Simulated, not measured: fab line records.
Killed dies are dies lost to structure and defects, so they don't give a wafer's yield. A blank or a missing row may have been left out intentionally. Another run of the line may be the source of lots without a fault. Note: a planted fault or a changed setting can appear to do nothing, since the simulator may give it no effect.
What tool caused it? :: flow sky130 :: Sampling: 13 lots, 39 wafers, 4 of 708 route steps

== WHAT THE GAUGES SHOWED, per wafer ==
SKY_METAL2_THK_MEAS_06: measures by xrf. Usual: METAL2_ALCU_THK gives 248 nm (standard deviation 3.2).
lot: L804
measured: day 34 19:29
on: film metro-02
METAL2_ALCU_THK (nm): 250 252 246
flag: 

lot: L805
measured: day 35 03:47
on: film metro-04
METAL2_ALCU_THK (nm): 246 242 245
flag: 

lot: L809
measured: day 35 23:06
on: film metro-04
METAL2_ALCU_THK (nm): 250 246 247
flag: 

lot: L810
measured: day 36 09:48
on: film metro-04
METAL2_ALCU_THK (nm): 247 246 245
flag: 

lot: L814
measured: day 37 15:14
on: film metro-04
METAL2_ALCU_THK (nm): 244 251 251
flag: 

lot: L816
measured: day 37 21:31
on: film metro-01
METAL2_ALCU_THK (nm): 248 251 249
flag: 

lot: L817
measured: day 38 16:39
on: film metro-04
METAL2_ALCU_THK (nm): 246 248 251
flag: 

lot: L818
measured: day 38 14:36
on: film metro-01
METAL2_ALCU_THK (nm): 243 246 247
flag: 

lot: L819
measured: day 38 23:01
on: film metro-02
METAL2_ALCU_THK (nm): 245 245 246
flag: 

lot: L820
measured: day 39 10:38
on: film metro-04
METAL2_ALCU_THK (nm): 248 253 250
flag: 

lot: L821
measured: day 39 08:49
on: film metro-02
METAL2_ALCU_THK (nm): 248 253 251
flag: 

lot: L822
measured: day 39 16:05
on: film metro-01
METAL2_ALCU_THK (nm): 250 251 248
flag: 

lot: L827
measured: day 41 03:05
on: film metro-01
METAL2_ALCU_THK (nm): 249 244 245
flag: 

== TOOL THAT RAN EACH LOT (tool first, then ch and the chambers of the sampled wafers, then the start) ==
lot: L804
SKY_NWELL_IMPLANT_24: implanter-01 ch 0, day 6 02:24
SKY_VIA1_CMP_02: cmp-02 ch 0,2,3, day 33 15:34
SKY_VIA1_ETCH_14: rie diel-04 ch 0,1,3, day 34 17:52

lot: L805
SKY_NWELL_IMPLANT_24: implanter-02 ch 0, day 6 02:31
SKY_VIA1_CMP_02: cmp-01 ch 0,3, day 33 22:47
SKY_VIA1_ETCH_14: rie diel-02 ch 0,2, day 35 02:07

lot: L809
SKY_NWELL_IMPLANT_24: implanter-02 ch 0, day 6 17:28
SKY_VIA1_CMP_02: cmp-02 ch 1,3, day 34 18:16
SKY_VIA1_ETCH_14: rie diel-04 ch 0,1,3, day 35 21:31

lot: L810
SKY_NWELL_IMPLANT_24: implanter-03 ch 0, day 7 03:25
SKY_VIA1_CMP_02: cmp-02 ch 2,3, day 35 05:08
SKY_VIA1_ETCH_14: rie diel-02 ch 1,2,3, day 36 08:13

lot: L814
SKY_NWELL_IMPLANT_24: implanter-02 ch 0, day 7 23:09
SKY_VIA1_CMP_02: cmp-02 ch 2,3, day 36 09:35
SKY_VIA1_ETCH_14: rie diel-02 ch 1,2,3, day 37 13:35

lot: L816
SKY_NWELL_IMPLANT_24: implanter-01 ch 0, day 8 07:26
SKY_VIA1_CMP_02: cmp-02 ch 0,1,2, day 36 17:01
SKY_VIA1_ETCH_14: rie diel-04 ch 2,3, day 37 19:56

lot: L817
SKY_NWELL_IMPLANT_24: implanter-03 ch 0, day 8 12:58
SKY_VIA1_CMP_02: cmp-02 ch 0,1,2, day 37 13:02
SKY_VIA1_ETCH_14: rie diel-02 ch 1,2,3, day 38 15:04

lot: L818
SKY_NWELL_IMPLANT_24: implanter-03 ch 0, day 8 19:14
SKY_VIA1_CMP_02: cmp-02 ch 0,1, day 37 10:52
SKY_VIA1_ETCH_14: rie diel-02 ch 1,3, day 38 13:01

lot: L819
SKY_NWELL_IMPLANT_24: implanter-03 ch 0, day 9 03:40
SKY_VIA1_CMP_02: cmp-02 ch 0,1,2, day 37 19:14
SKY_VIA1_ETCH_14: rie diel-02 ch 0,1,2, day 38 21:25

lot: L820
SKY_NWELL_IMPLANT_24: implanter-03 ch 0, day 9 11:29
SKY_VIA1_CMP_02: cmp-01 ch 0,2, day 38 08:01
SKY_VIA1_ETCH_14: rie diel-02 ch 0,1,3, day 39 09:04

lot: L821
SKY_NWELL_IMPLANT_24: implanter-02 ch 0, day 9 12:51
SKY_VIA1_CMP_02: cmp-02 ch 0,1,3, day 38 05:49
SKY_VIA1_ETCH_14: rie diel-02 ch 0,1,3, day 39 07:14

lot: L822
SKY_NWELL_IMPLANT_24: implanter-01 ch 0, day 9 18:33
SKY_VIA1_CMP_02: cmp-01 ch 0,1,3, day 38 13:52
SKY_VIA1_ETCH_14: rie diel-04 ch 0,1,3, day 39 14:31

lot: L827
SKY_NWELL_IMPLANT_24: implanter-01 ch 0, day 11 04:47
SKY_VIA1_CMP_02: cmp-01 ch 0,1,2, day 40 00:49
SKY_VIA1_ETCH_14: rie diel-02 ch 0,1, day 41 01:25
- SKY_NWELL_IMPLANT_24
- SKY_VIA1_CMP_02: polishes SiO2.
- SKY_VIA1_ETCH_14: etches BARC in N2/H2, stops on SiO2, time 45.9 s, target depth 60 nm.

== WHAT THE TOOLS THEMSELVES READ (means of the sampled wafers that have a number; where no wafer has one, the mark that the record gives instead) ==
SKY_NWELL_IMPLANT_24. Usual: beam energy keV 140.00, standard deviation 0.044; dose ions cm2 9.199e+12, standard deviation 9e+09; faraday current uA 51.9, standard deviation 0.94.
lot: L804
tool: implanter-01
beam energy keV: 140.01
dose ions cm2: 9.202e+12
faraday current uA: 51.6
flag: 

lot: L805
tool: implanter-02
beam energy keV: 139.97
dose ions cm2: 9.193e+12
faraday current uA: 52.0
flag: 

lot: L809
tool: implanter-02
beam energy keV: 139.98
dose ions cm2: 9.198e+12
faraday current uA: 51.5
flag: 

lot: L810
tool: implanter-03
beam energy keV: 140.03
dose ions cm2: 9.198e+12
faraday current uA: 52.2
flag: 

lot: L814
tool: implanter-02
beam energy keV: 140.00
dose ions cm2: 9.197e+12
faraday current uA: 51.4
flag: 

lot: L816
tool: implanter-01
beam energy keV: 139.98
dose ions cm2: 9.194e+12
faraday current uA: 52.0
flag: 

lot: L817
tool: implanter-03
beam energy keV: 140.00
dose ions cm2: 9.198e+12
faraday current uA: 52.0
flag: 

lot: L818
tool: implanter-03
beam energy keV: 139.97
dose ions cm2: 9.202e+12
faraday current uA: 51.1
flag: 

lot: L819
tool: implanter-03
beam energy keV: 129.58
dose ions cm2: 9.202e+12
faraday current uA: 52.4
flag: OFF

lot: L820
tool: implanter-03
beam energy keV: 129.58
dose ions cm2: 9.198e+12
faraday current uA: 51.7
flag: OFF

lot: L821
tool: implanter-02
beam energy keV: 140.04
dose ions cm2: 9.195e+12
faraday current uA: 52.2
flag: 

lot: L822
tool: implanter-01
beam energy keV: 140.06
dose ions cm2: 9.206e+12
faraday current uA: 51.4
flag: 

lot: L827
tool: implanter-01
beam energy keV: 140.02
dose ions cm2: 9.196e+12
faraday current uA: 51.7
flag: 

SKY_VIA1_CMP_02. Usual: motor current A 11.4 A, standard deviation 0.64; slurry filter dp kPa 13.51 kPa, standard deviation 0.15.
lot: L804
tool: cmp-02
motor current A (A): 11.3
slurry filter dp kPa (kPa): 13.53
flag: 

lot: L805
tool: cmp-01
motor current A (A): 10.9
slurry filter dp kPa (kPa): 13.63
flag: 

lot: L809
tool: cmp-02
motor current A (A): 12.0
slurry filter dp kPa (kPa): 13.75
flag: 

lot: L810
tool: cmp-02
motor current A (A): 11.6
slurry filter dp kPa (kPa): 13.61
flag: 

lot: L814
tool: cmp-02
motor current A (A): 11.8
slurry filter dp kPa (kPa): 13.50
flag: 

lot: L816
tool: cmp-02
motor current A (A): 11.8
slurry filter dp kPa (kPa): 13.35
flag: 

lot: L817
tool: cmp-02
motor current A (A): 11.8
slurry filter dp kPa (kPa): 13.62
flag: 

lot: L818
tool: cmp-02
motor current A (A): 11.2
slurry filter dp kPa (kPa): 13.44
flag: 

lot: L819
tool: cmp-02
motor current A (A): 11.3
slurry filter dp kPa (kPa): 13.50
flag: 

lot: L820
tool: cmp-01
motor current A (A): 10.8
slurry filter dp kPa (kPa): 13.54
flag: 

lot: L821
tool: cmp-02
motor current A (A): 11.7
slurry filter dp kPa (kPa): 13.49
flag: 

lot: L822
tool: cmp-01
motor current A (A): 11.3
slurry filter dp kPa (kPa): 13.63
flag: 

lot: L827
tool: cmp-01
motor current A (A): 11.0
slurry filter dp kPa (kPa): 13.43
flag: 

SKY_VIA1_ETCH_14. Usual: drypump motor current A 5.7 A, standard deviation 0.47; oes product au 0.855 a.u., standard deviation 0.0044; throttle valve pct 13.224 %, standard deviation 0.0093.
lot: L804
tool: rie diel-04
drypump motor current A (A): 5.6
oes product au (a.u.): 0.857
throttle valve pct (%): 13.230
flag: 

lot: L805
tool: rie diel-02
drypump motor current A (A): 6.2
oes product au (a.u.): 0.857
throttle valve pct (%): 13.220
flag: 

lot: L809
tool: rie diel-04
drypump motor current A (A): 5.6
oes product au (a.u.): 0.851
throttle valve pct (%): 13.224
flag: 

lot: L810
tool: rie diel-02
drypump motor current A (A): 5.3
oes product au (a.u.): 0.854
throttle valve pct (%): 13.223
flag: 

lot: L814
tool: rie diel-02
drypump motor current A (A): 5.3
oes product au (a.u.): 0.856
throttle valve pct (%): 13.213
flag: 

lot: L816
tool: rie diel-04
drypump motor current A (A): 6.3
oes product au (a.u.): 0.853
throttle valve pct (%): 13.225
flag: 

lot: L817
tool: rie diel-02
drypump motor current A (A): 5.4
oes product au (a.u.): 0.856
throttle valve pct (%): 13.224
flag: 

lot: L818
tool: rie diel-02
drypump motor current A (A): 5.2
oes product au (a.u.): 0.850
throttle valve pct (%): 13.216
flag: 

lot: L819
tool: rie diel-02
drypump motor current A (A): 5.8
oes product au (a.u.): 0.860
throttle valve pct (%): 13.223
flag: 

lot: L820
tool: rie diel-02
drypump motor current A (A): 5.7
oes product au (a.u.): 0.856
throttle valve pct (%): 13.217
flag: 

lot: L821
tool: rie diel-02
drypump motor current A (A): 5.6
oes product au (a.u.): 0.858
throttle valve pct (%): 13.222
flag: 

lot: L822
tool: rie diel-04
drypump motor current A (A): 5.6
oes product au (a.u.): 0.854
throttle valve pct (%): 13.221
flag: 

lot: L827
tool: rie diel-02
drypump motor current A (A): 5.7
oes product au (a.u.): 0.853
throttle valve pct (%): 13.238
flag: 

== THE ANSWER, worked out from the rows above alone ==
Rule: a lot counts as off when the mean over its wafers that have a number is more than 3 standard deviations away from the usual mean. A lot without any number at a reading at which 4 lots or more have one is off too. Where the step has rows for the other lots, those lots are counted as sound. After the gauges, taken in route order, come the tools' own readings; for these a lot's mean is taken, as printed above. At the first step where some lot is off, the reading lying furthest off is the one used; lots without a number count as furthest.
Off: L819, L820 (SKY_NWELL_IMPLANT_24, beam energy keV).
A tool fits if, at that step or a process step before it, it ran every lot that is off, and no sound lot after the first of them. One fits: SKY_NWELL_IMPLANT_24 on implanter-03. Its last sound lot is L818 (day 8 19:14), its first lot that is off L819 (day 9 03:40): a fault that began between those two fits.
The tool's own readings at SKY_NWELL_IMPLANT_24 bear it out: on the lots that are off they differ by more than 5 times the standard deviation of the sound lots' means. beam energy keV reads 129.58 there against 140.01 on the sound lots.

== WHAT THE SIMULATOR HAD INSERTED ==
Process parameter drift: implanter-03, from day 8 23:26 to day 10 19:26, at SKY_NWELL_IMPLANT_24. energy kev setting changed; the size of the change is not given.
Lots struck among those shown: L819, L820. The rule given above showed the same thing.
